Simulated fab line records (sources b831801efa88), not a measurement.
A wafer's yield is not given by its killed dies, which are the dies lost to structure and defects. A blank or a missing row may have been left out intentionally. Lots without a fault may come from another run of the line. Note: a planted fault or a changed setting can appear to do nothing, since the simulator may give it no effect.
fab line records + flow sky130
record
- lots=5
- wafers=15
- lastDay=50
route steps=708 shown NWELL@66 PWDE@84 VT_ADJUST_HVTP@85 VT_ADJUST_LVTN@97
lots with no fault: from the same line, run without faults
startH: hours from the record's opening day to when the first of the lot's shown wafers began + waitH: hours from the lot's prior step to this one + " repeats the value in the row above + L1.1+2: several wafers, shown together as one row + - value missing, or start not given + * or withheld: withheld + < > ~ a bound
route shown NAME@n: NAME is a module with steps in the file, n the number in the route of the first one + usual: average and standard deviation across the fault-free wafers + same: alike in all rows + chamber/n: place in a boat + sites: the reading at each site + _std_site: their standard deviation + _edge_site: outer sites' mean less inner sites' + radiusMm: how far each site lies from the wafer's centre + mask NAME#n: copy n + behind: the last tool/chamber to shape the wafer + hold: the reason the lot was held/the length of the hold in hours/how it ended + device: the transistor (n, p or np) that didn't switch + end of line: tests of these same wafers at the route's end + where a step has no rows: the recipe by itself + killed: at the first sort, the dies lost to defects and structure; wafer yield is something else + map: per-die view of a wafer (x killed, . not killed, _ where there is no die)
set.NAME: the run value of the setting; set.NAME@STEP: its run value at that earlier step + model.NAME: the simulator's own value behind a step, which no gauge read
lots at some steps of the route; a table a step, a row a wafer
services: when a tool's chamber went out of use (startH, in hours from the record's first day, below 0 if earlier), for how many hours, and the reason
## steps
# step SKY_NWELL_IMPLANT_13
# recipe
- species=P
- energyKev=50
- doseCm2=7e+11
- tiltDeg=withheld
# step SKY_NWELL_STRIP_14
# recipe
- chemistry=O2/N2
- powerW=1400
- pressureMtorr=1500
- platenTempC=withheld
- o2FlowSccm=3000
- n2FlowSccm=300
- overashFraction=0.5
# usual
- chamberPressureMTorr=1499.9/1.4
- drypumpMotorCurrentA=5.89/0.29
- oesProductAu=0.722/0.0052
- stripTimeToEndpointS=36.87/0.14
| lot.wafer | tool           | chamber | startH | waitH | chamberPressureMTorr | drypumpMotorCurrentA | oesProductAu | rfHoursCounterH | stripTimeToEndpointS |
|-----------|----------------|---------|--------|-------|----------------------|----------------------|--------------|-----------------|----------------------|
| L478.1    | plasmaAsher-04 | 0       | 96.05  | 0.1   | 1498.6               | 6.07                 | 0.715        | 42              | 36.96                |
| L478.2    | "              | 1       | "      | "     | 1501.3               | 5.67                 | 0.724        | 42              | 37.00                |
| L478.6    | "              | 0       | "      | "     | 1498.4               | 6.10                 | 0.720        | -               | 36.82                |
| L488.1    | plasmaAsher-03 | 1       | 161.40 | 0.1   | 1500.5               | 5.53                 | 0.726        | 47              | 36.99                |
| L488.5    | "              | 0       | "      | "     | 1500.1               | 6.13                 | 0.727        | -               | 37.01                |
| L488.6    | "              | 1       | "      | "     | 1500.5               | 5.51                 | 0.716        | -               | 36.99                |
| L492.3    | plasmaAsher-02 | 1       | 179.03 | 0.1   | 1499.5               | 6.26                 | 0.731        | -               | 36.70                |
| L492.4    | "              | 0       | "      | "     | 1500.2               | 6.00                 | 0.726        | -               | 36.71                |
| L492.6    | "              | 1       | "      | "     | 1500.6               | 6.25                 | 0.725        | -               | 36.87                |
| L496.2    | plasmaAsher-03 | 1       | 202.61 | 0.1   | 1499.5               | 5.57                 | 0.723        | 51              | 37.10                |
| L496.4    | "              | 0       | "      | "     | 1501.3               | 6.14                 | 0.715        | -               | 37.01                |
| L496.5    | "              | 1       | "      | "     | 1499.4               | 5.53                 | 0.729        | -               | 36.99                |
| L498.2    | plasmaAsher-04 | 1       | 214.50 | 0.1   | 1499.0               | 5.65                 | 0.722        | 10              | 36.87                |
| L498.3    | "              | 1       | "      | "     | 1500.7               | 5.64                 | 0.730        | -               | 36.91                |
| L498.5    | "              | 0       | "      | "     | 1503.2               | 6.05                 | 0.720        | -               | 36.81                |
# step SKY_NWELL_TW_MEAS_15
# usual
- NWELL_TW=1814/16
| lot.wafer | tool         | chamber | startH | waitH | NWELL_TW |
|-----------|--------------|---------|--------|-------|----------|
| L478.1    | filmMetro-04 | -       | 96.15  | 0.1   | 1818     |
| L478.2    | "            | -       | "      | "     | 1824     |
| L478.6    | "            | -       | "      | "     | 1826     |
| L488.1    | filmMetro-02 | -       | 161.50 | 0.1   | 1799     |
| L488.5    | "            | -       | "      | "     | 1800     |
| L488.6    | "            | -       | "      | "     | 1816     |
| L492.3    | filmMetro-04 | -       | 179.12 | 0.1   | 1833     |
| L492.4    | "            | -       | "      | "     | 1828     |
| L492.6    | "            | -       | "      | "     | 1827     |
| L496.2    | filmMetro-04 | -       | 202.72 | 0.1   | 1829     |
| L496.4    | "            | -       | "      | "     | 1827     |
| L496.5    | "            | -       | "      | "     | 1826     |
| L498.2    | filmMetro-01 | -       | 214.61 | 0.1   | 1798     |
| L498.3    | "            | -       | "      | "     | 1791     |
| L498.5    | "            | -       | "      | "     | 1792     |
# step SKY_NWELL_DEHYDRATE_16
# recipe
- tempC=200
- timeS=60
# step SKY_NWELL_HMDS_17
# recipe
- primeTimeS=60
- primeTempC=120
# step SKY_NWELL_COAT_18
# recipe
- spinRpm=2000
- resistThkNm=3000
# step SKY_NWELL_SOFTBAKE_19
# recipe
- tempC=110
- timeS=withheld
# step SKY_NWELL_EXPOSE_20
# recipe
- maskId=NWM_COMPLEMENT
- na=0.6
- sourceShape=conventional
- sigmaOuter=0.6
- polarization=unpolarized
- targetCdNm=840
- doseMj=260
# step SKY_NWELL_PEB_21
# recipe
- tempC=115
- timeS=withheld
# step SKY_NWELL_DEVELOP_22
# recipe
- wallAngleDeg=90
- developer=TMAH
- developTimeS=60
- devTempC=23
# step SKY_NWELL_OVL_MEAS_23
# usual
- NWELL_01_OVL=0.3/1.6
| lot.wafer | tool       | chamber | startH | waitH | NWELL_01_OVL[nm] |
|-----------|------------|---------|--------|-------|------------------|
| L478.1    | overlay-02 | -       | 112.97 | -     | -1.4             |
| L478.2    | "          | -       | "      | "     | 1.1              |
| L478.6    | "          | -       | "      | "     | 0.2              |
| L488.1    | overlay-02 | -       | 181.97 | -     | -1.8             |
| L488.5    | "          | -       | "      | "     | -3.2             |
| L488.6    | "          | -       | "      | "     | -1.4             |
| L492.3    | overlay-02 | -       | 199.89 | -     | 0.9              |
| L492.4    | "          | -       | "      | "     | -0.6             |
| L492.6    | "          | -       | "      | "     | -2.0             |
| L496.2    | overlay-01 | -       | 225.42 | -     | 0.6              |
| L496.4    | "          | -       | "      | "     | 2.8              |
| L496.5    | "          | -       | "      | "     | 1.2              |
| L498.2    | overlay-02 | -       | 237.23 | -     | -2.8             |
| L498.3    | "          | -       | "      | "     | -2.1             |
| L498.5    | "          | -       | "      | "     | -4.2             |
# step SKY_NWELL_IMPLANT_24
# recipe
- species=B
- energyKev=140
- doseCm2=9.2e+12
- tiltDeg=withheld
# step SKY_NWELL_STRIP_25
# recipe
- chemistry=O2/N2
- powerW=1400
- pressureMtorr=1500
- platenTempC=withheld
- o2FlowSccm=3000
- n2FlowSccm=300
- overashFraction=0.5
# usual
- chamberPressureMTorr=1500.1/1.5
- drypumpMotorCurrentA=5.90/0.26
- oesProductAu=0.722/0.0044
- stripTimeToEndpointS=36.86/0.12
| lot.wafer | tool           | chamber | startH | waitH | chamberPressureMTorr | drypumpMotorCurrentA | oesProductAu | rfHoursCounterH | stripTimeToEndpointS | model.coat_of_NWELL_COAT_18.thkNm |
|-----------|----------------|---------|--------|-------|----------------------|----------------------|--------------|-----------------|----------------------|-----------------------------------|
| L478.1    | plasmaAsher-03 | 0       | 113.16 | 0.1   | 1498.8               | 6.16                 | 0.717        | 43              | 36.99                | 0                                 |
| L478.2    | "              | 1       | "      | "     | 1499.8               | 5.52                 | 0.723        | 43              | 37.01                | 0                                 |
| L478.6    | "              | 0       | "      | "     | 1501.4               | 6.17                 | 0.717        | -               | 36.88                | 0                                 |
| L488.1    | plasmaAsher-03 | 0       | 182.16 | 0.1   | 1505.8               | 6.18                 | 0.861        | 49              | -                    | 2443                              |
| L488.5    | "              | 0       | "      | "     | 1502.0               | 6.13                 | 0.914        | -               | -                    | 2434                              |
| L488.6    | "              | 1       | "      | "     | 1516.4               | 5.47                 | 0.846        | -               | -                    | 2443                              |
| L492.3    | plasmaAsher-04 | 0       | 200.10 | 0.1   | 1499.0               | 6.08                 | 0.717        | -               | 36.82                | 0                                 |
| L492.4    | "              | 1       | "      | "     | 1500.9               | 5.64                 | 0.726        | -               | 36.96                | 0                                 |
| L492.6    | "              | 1       | "      | "     | 1500.6               | 5.65                 | 0.729        | -               | 36.85                | 0                                 |
| L496.2    | plasmaAsher-04 | 1       | 225.60 | 0.1   | 1499.9               | 5.66                 | 0.719        | 11              | 36.75                | 0                                 |
| L496.4    | "              | 1       | "      | "     | 1501.2               | 5.69                 | 0.716        | -               | 36.82                | 0                                 |
| L496.5    | "              | 0       | "      | "     | 1501.8               | 6.10                 | 0.721        | -               | 36.76                | 0                                 |
| L498.2    | plasmaAsher-04 | 1       | 237.41 | 0.1   | 1499.2               | 5.68                 | 0.718        | 12              | 36.84                | 0                                 |
| L498.3    | "              | 0       | "      | "     | 1499.0               | 6.09                 | 0.729        | -               | 36.78                | 0                                 |
| L498.5    | "              | 1       | "      | "     | 1497.6               | 5.66                 | 0.714        | -               | 36.70                | 0                                 |
# step SKY_NWELL_TW_MEAS_26
# usual
- NWELL_2_TW=493/4.5
| lot.wafer | tool         | chamber | startH | waitH | NWELL_2_TW |
|-----------|--------------|---------|--------|-------|------------|
| L478.1    | filmMetro-04 | -       | 113.26 | 0.1   | 501        |
| L478.2    | "            | -       | "      | "     | 498        |
| L478.6    | "            | -       | "      | "     | 500        |
| L488.1    | filmMetro-04 | -       | 182.26 | 0.1   | 495        |
| L488.5    | "            | -       | "      | "     | 496        |
| L488.6    | "            | -       | "      | "     | 500        |
| L492.3    | filmMetro-02 | -       | 200.18 | 0.1   | 493        |
| L492.4    | "            | -       | "      | "     | 493        |
| L492.6    | "            | -       | "      | "     | 490        |
| L496.2    | filmMetro-04 | -       | 225.71 | 0.1   | 499        |
| L496.4    | "            | -       | "      | "     | 501        |
| L496.5    | "            | -       | "      | "     | 499        |
| L498.2    | filmMetro-02 | -       | 237.52 | 0.1   | 489        |
| L498.3    | "            | -       | "      | "     | 489        |
| L498.5    | "            | -       | "      | "     | 489        |
# step SKY_NWELL_CLEAN_27
# recipe
- chemistry=SC1/SC2
- mix=1:4:20
- tempC=70
- timeS=150
- dry=n2Spin
# step SKY_NWELL_RTA_28
# recipe
- tempC=1050
- timeS=30
- idleTempC=650
- rampUpCPerS=150
- rampDownCPerS=90
- ambient=N2
# usual
- lampPowerPct=25.31/0.052
- wafer_temp_C_max=1054.9/0.93
# same
- timeS=30
| lot.wafer | tool         | chamber | startH | waitH | lampPowerPct | wafer_temp_C_max |
|-----------|--------------|---------|--------|-------|--------------|------------------|
| L478.1    | rtpAnneal-02 | 0       | 113.37 | 0.0   | 25.26        | 1053.3           |
| L478.2    | "            | 0       | "      | "     | 25.38        | 1054.3           |
| L478.6    | "            | 0       | "      | "     | 25.25        | 1054.3           |
| L488.1    | rtpAnneal-02 | 0       | 182.37 | 0.0   | 25.23        | 1054.7           |
| L488.5    | "            | 0       | "      | "     | 25.33        | 1053.6           |
| L488.6    | "            | 0       | "      | "     | 25.28        | 1054.7           |
| L492.3    | rtpAnneal-01 | 0       | 200.31 | 0.0   | 25.30        | 1055.6           |
| L492.4    | "            | 0       | "      | "     | 25.27        | 1053.9           |
| L492.6    | "            | 0       | "      | "     | 25.27        | 1055.8           |
| L496.2    | rtpAnneal-02 | 0       | 225.83 | 0.0   | 25.31        | 1054.6           |
| L496.4    | "            | 0       | "      | "     | 25.41        | 1054.1           |
| L496.5    | "            | 0       | "      | "     | 25.29        | 1054.6           |
| L498.2    | rtpAnneal-02 | 0       | 237.63 | 0.0   | 25.37        | 1053.7           |
| L498.3    | "            | 0       | "      | "     | 25.34        | 1054.4           |
| L498.5    | "            | 0       | "      | "     | 25.30        | 1055.0           |
# step SKY_NWELL_RS_MEAS_29
# recipe
- thkMeasGauge=four-point-probe
# usual
- NWELL_RS=625.1/1.5
| lot.wafer | tool         | chamber | startH | waitH | NWELL_RS[ohm/sq] |
|-----------|--------------|---------|--------|-------|------------------|
| L478.1    | filmMetro-01 | -       | 113.47 | 0.1   | 626.9            |
| L478.2    | "            | -       | "      | "     | 626.7            |
| L478.6    | "            | -       | "      | "     | 626.3            |
| L488.1    | filmMetro-04 | -       | 182.47 | 0.1   | 626.8            |
| L488.5    | "            | -       | "      | "     | 625.8            |
| L488.6    | "            | -       | "      | "     | 625.2            |
| L492.3    | filmMetro-04 | -       | 200.41 | 0.1   | 622.8            |
| L492.4    | "            | -       | "      | "     | 624.7            |
| L492.6    | "            | -       | "      | "     | 624.0            |
| L496.2    | filmMetro-01 | -       | 225.94 | 0.1   | 626.5            |
| L496.4    | "            | -       | "      | "     | 626.7            |
| L496.5    | "            | -       | "      | "     | 627.6            |
| L498.2    | filmMetro-04 | -       | 237.74 | 0.1   | 624.1            |
| L498.3    | "            | -       | "      | "     | 626.3            |
| L498.5    | "            | -       | "      | "     | 624.5            |
# step SKY_NWELL_RS_MEAS_31
# recipe
- thkMeasGauge=four-point-probe
# usual
- PWDE_RS=5272/18
| lot.wafer | tool         | chamber | startH | waitH | PWDE_RS[ohm/sq] |
|-----------|--------------|---------|--------|-------|-----------------|
| L478.1    | filmMetro-01 | -       | 113.71 | 0.1   | 5240            |
| L478.2    | "            | -       | "      | "     | 5243            |
| L478.6    | "            | -       | "      | "     | 5223            |
| L488.1    | filmMetro-04 | -       | 182.71 | 0.1   | 5297            |
| L488.5    | "            | -       | "      | "     | 5255            |
| L488.6    | "            | -       | "      | "     | 5290            |
| L492.3    | filmMetro-04 | -       | 200.65 | 0.1   | 5272            |
| L492.4    | "            | -       | "      | "     | 5268            |
| L492.6    | "            | -       | "      | "     | 5272            |
| L496.2    | filmMetro-01 | -       | 226.18 | 0.1   | 5296            |
| L496.4    | "            | -       | "      | "     | 5310            |
| L496.5    | "            | -       | "      | "     | 5285            |
| L498.2    | filmMetro-04 | -       | 237.98 | 0.1   | 5270            |
| L498.3    | "            | -       | "      | "     | 5267            |
| L498.5    | "            | -       | "      | "     | 5268            |
# step SKY_VT_ADJUST_HVTP_DEHYDRATE_00
# recipe
- tempC=200
- timeS=60
# step SKY_VT_ADJUST_HVTP_HMDS_01
# recipe
- primeTimeS=60
- primeTempC=120
# step SKY_VT_ADJUST_HVTP_COAT_02
# recipe
- resist=NOVOLAK
- spinRpm=3000
- resistThkNm=1140
# step SKY_VT_ADJUST_HVTP_SOFTBAKE_03
# recipe
- tempC=90
- timeS=60
- resist=NOVOLAK
# step SKY_VT_ADJUST_HVTP_EXPOSE_04
# recipe
- maskId=HVTPM
- na=0.6
- sourceShape=conventional
- sigmaOuter=0.6
- polarization=unpolarized
- targetCdNm=380
- doseMj=140
# step SKY_VT_ADJUST_HVTP_PEB_05
# recipe
- tempC=withheld
- timeS=*
- resist=NOVOLAK
# step SKY_VT_ADJUST_HVTP_DEVELOP_06
# recipe
- resist=NOVOLAK
- developer=TMAH
- developTimeS=60
- devTempC=23
# step SKY_VT_ADJUST_HVTP_CD_MEAS_07
# recipe
- targetCdNm=380
# usual
- cdNm=378.9/2.5
| lot.wafer | tool     | chamber | startH | waitH | cdNm  |
|-----------|----------|---------|--------|-------|-------|
| L478.1    | cdSem-02 | -       | 132.23 | 0.1   | 382.8 |
| L478.2    | "        | -       | "      | "     | 383.2 |
| L478.6    | "        | -       | "      | "     | 383.7 |
| L488.1    | cdSem-01 | -       | 203.58 | 0.1   | 377.4 |
| L488.5    | "        | -       | "      | "     | 377.3 |
| L488.6    | "        | -       | "      | "     | 380.4 |
| L492.3    | cdSem-01 | -       | 222.38 | 0.1   | 377.1 |
| L492.4    | "        | -       | "      | "     | 376.9 |
| L492.6    | "        | -       | "      | "     | 377.5 |
| L496.2    | cdSem-02 | -       | 249.09 | 0.1   | 379.6 |
| L496.4    | "        | -       | "      | "     | 382.7 |
| L496.5    | "        | -       | "      | "     | 383.4 |
| L498.2    | cdSem-01 | -       | 261.61 | 0.1   | 379.0 |
| L498.3    | "        | -       | "      | "     | 380.6 |
| L498.5    | "        | -       | "      | "     | 378.9 |
# step SKY_VT_ADJUST_HVTP_OVL_MEAS_08
# usual
- VT_ADJUST_HVTP_OVL=0.5/1.3
| lot.wafer | tool       | chamber | startH | waitH | VT_ADJUST_HVTP_OVL[nm] |
|-----------|------------|---------|--------|-------|------------------------|
| L478.1    | overlay-02 | -       | 132.35 | 0.1   | 1.1                    |
| L478.2    | "          | -       | "      | "     | -0.4                   |
| L478.6    | "          | -       | "      | "     | 0.6                    |
| L488.1    | overlay-02 | -       | 203.70 | 0.1   | -0.1                   |
| L488.5    | "          | -       | "      | "     | 1.6                    |
| L488.6    | "          | -       | "      | "     | 0.1                    |
| L492.3    | overlay-02 | -       | 222.47 | 0.1   | -1.1                   |
| L492.4    | "          | -       | "      | "     | -0.4                   |
| L492.6    | "          | -       | "      | "     | 1.0                    |
| L496.2    | overlay-02 | -       | 249.20 | 0.1   | 1.5                    |
| L496.4    | "          | -       | "      | "     | 1.5                    |
| L496.5    | "          | -       | "      | "     | 2.7                    |
| L498.2    | overlay-01 | -       | 261.72 | 0.1   | 1.8                    |
| L498.3    | "          | -       | "      | "     | 0.5                    |
| L498.5    | "          | -       | "      | "     | 1.9                    |
# step SKY_VT_ADJUST_HVTP_IMPLANT_09
# recipe
- species=As
- energyKev=150
- doseCm2=4.3e+12
- tiltDeg=withheld
# step SKY_VT_ADJUST_HVTP_STRIP_10
# recipe
- chemistry=O2/N2
- powerW=1400
- pressureMtorr=1500
- platenTempC=withheld
- o2FlowSccm=3000
- n2FlowSccm=300
- overashFraction=0.5
# usual
- chamberPressureMTorr=1500.1/1.4
- drypumpMotorCurrentA=6.01/0.27
- oesProductAu=0.715/0.0044
- stripTimeToEndpointS=14.16/0.045
| lot.wafer | tool           | chamber | startH | waitH | chamberPressureMTorr | drypumpMotorCurrentA | oesProductAu | rfHoursCounterH | stripTimeToEndpointS |
|-----------|----------------|---------|--------|-------|----------------------|----------------------|--------------|-----------------|----------------------|
| L478.1    | plasmaAsher-02 | 1       | 132.53 | 0.1   | 1498.9               | 6.24                 | 0.717        | 45              | 14.11                |
| L478.2    | "              | 0       | "      | "     | 1500.3               | 6.00                 | 0.714        | 45              | 14.10                |
| L478.6    | "              | 0       | "      | "     | 1500.9               | 5.99                 | 0.718        | -               | 14.12                |
| L488.1    | plasmaAsher-02 | 1       | 203.88 | 0.1   | 1500.4               | 6.24                 | 0.723        | 53              | 50.52                |
| L488.5    | "              | 1       | "      | "     | 1499.8               | 6.26                 | 0.738        | -               | 50.36                |
| L488.6    | "              | 0       | "      | "     | 1498.1               | 5.97                 | 0.731        | -               | 50.46                |
| L492.3    | plasmaAsher-03 | 0       | 222.68 | 0.1   | 1500.3               | 6.15                 | 0.707        | -               | 14.18                |
| L492.4    | "              | 1       | "      | "     | 1500.9               | 5.52                 | 0.719        | -               | 14.20                |
| L492.6    | "              | 1       | "      | "     | 1501.1               | 5.50                 | 0.715        | -               | 14.14                |
| L496.2    | plasmaAsher-03 | 0       | 249.38 | 0.1   | 1499.2               | 6.15                 | 0.716        | 56              | 14.20                |
| L496.4    | "              | 1       | "      | "     | 1502.1               | 5.55                 | 0.715        | -               | 14.21                |
| L496.5    | "              | 1       | "      | "     | 1501.3               | 5.52                 | 0.713        | -               | 14.20                |
| L498.2    | plasmaAsher-03 | 1       | 261.90 | 0.1   | 1503.2               | 5.52                 | 0.714        | 57              | 14.14                |
| L498.3    | "              | 1       | "      | "     | 1501.4               | 5.52                 | 0.712        | -               | 14.20                |
| L498.5    | "              | 0       | "      | "     | 1501.1               | 6.16                 | 0.719        | -               | 14.20                |
# step SKY_VT_ADJUST_HVTP_TW_MEAS_11
# usual
- VT_ADJUST_HVTP_TW=1354/12
| lot.wafer | tool         | chamber | startH | waitH | VT_ADJUST_HVTP_TW |
|-----------|--------------|---------|--------|-------|-------------------|
| L478.1    | filmMetro-02 | -       | 132.63 | 0.1   | 1337              |
| L478.2    | "            | -       | "      | "     | 1331              |
| L478.6    | "            | -       | "      | "     | 1338              |
| L488.1    | filmMetro-02 | -       | 203.98 | 0.1   | 30                |
| L488.5    | "            | -       | "      | "     | 30                |
| L488.6    | "            | -       | "      | "     | 30                |
| L492.3    | filmMetro-04 | -       | 222.77 | 0.1   | 1366              |
| L492.4    | "            | -       | "      | "     | 1367              |
| L492.6    | "            | -       | "      | "     | 1368              |
| L496.2    | filmMetro-03 | -       | 249.49 | 0.1   | 1352              |
| L496.4    | "            | -       | "      | "     | 1365              |
| L496.5    | "            | -       | "      | "     | 1355              |
| L498.2    | filmMetro-04 | -       | 262.01 | 0.1   | 1360              |
| L498.3    | "            | -       | "      | "     | 1353              |
| L498.5    | "            | -       | "      | "     | 1358              |
# step SKY_VT_ADJUST_LVTN_DEHYDRATE_00
# recipe
- tempC=200
- timeS=60
## services
| tool           | chamber | startH | hours | kind      |
|----------------|---------|--------|-------|-----------|
| plasmaAsher-04 | -       | 92.50  | 2.8   | pm        |
| plasmaAsher-04 | -       | 108.75 | 9.0   | pm        |
| plasmaAsher-04 | 0       | 108.75 | 9.0   | ventCycle |
| plasmaAsher-04 | 1       | 108.75 | 9.0   | ventCycle |
| plasmaAsher-04 | 0       | 117.75 | -     | clean     |
| plasmaAsher-04 | 1       | 117.75 | -     | clean     |
| plasmaAsher-03 | -       | 141.95 | 10.9  | repair    |
| plasmaAsher-04 | -       | 144.42 | 1.5   | repair    |
| plasmaAsher-03 | -       | 179.16 | 2.8   | pm        |
| plasmaAsher-03 | -       | 225.74 | 1.0   | repair    |
| plasmaAsher-04 | -       | 241.70 | 0.8   | repair    |
| plasmaAsher-04 | -       | 244.04 | 2.2   | repair    |
## key
firstSign
- step=SKY_NWELL_STRIP_25
- reading=oesProductAu
- direction=up
- sigmas=35
- usual=0.722
- struck=0.874
effect
- step=SKY_NWELL_STRIP_25
- reading=chamberPressureMTorr
- direction=up
- sigmas=5.4
- usual=1500.1
- struck=1508.1
- wafersMoved=2
effect
- step=SKY_VT_ADJUST_HVTP_STRIP_10
- reading=stripTimeToEndpointS
- direction=up
- sigmas=99+
- usual=*
- struck=*
effect
- step=SKY_VT_ADJUST_HVTP_TW_MEAS_11
- reading=VT_ADJUST_HVTP_TW
- direction=down
- sigmas=99+
- usual=1354
- struck=30
modelEffect
- step=SKY_NWELL_STRIP_25
- value=coat_of_NWELL_COAT_18.thkNm
- without=0
- struck=2440
metAt SKY_NWELL_STRIP_25
struckWafers L488.1,L488.5,L488.6
sortLeftOut L488.1,L488.5,L488.6
testerLeftOut L488
onsetBetween 113.16 182.16
fault
- kind=stripAborted
- tool=plasmaAsher-03
- chamber=-
- onsetH=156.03
- steps=SKY_NWELL_STRIP_25
- offset=1
- endH=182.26
# testerLeftOut: of these lots the tester's yield and bins aren't shown, on N5 and GAA mostly nor the transistor test; their killed dies are dies lost to structure and defects alone, not to doping, threshold or leakage, so they don't give the yield
# sortLeftOut: the simulated sort isn't trusted on such a fault, so these wafers' sort isn't shown, and their yield isn't known
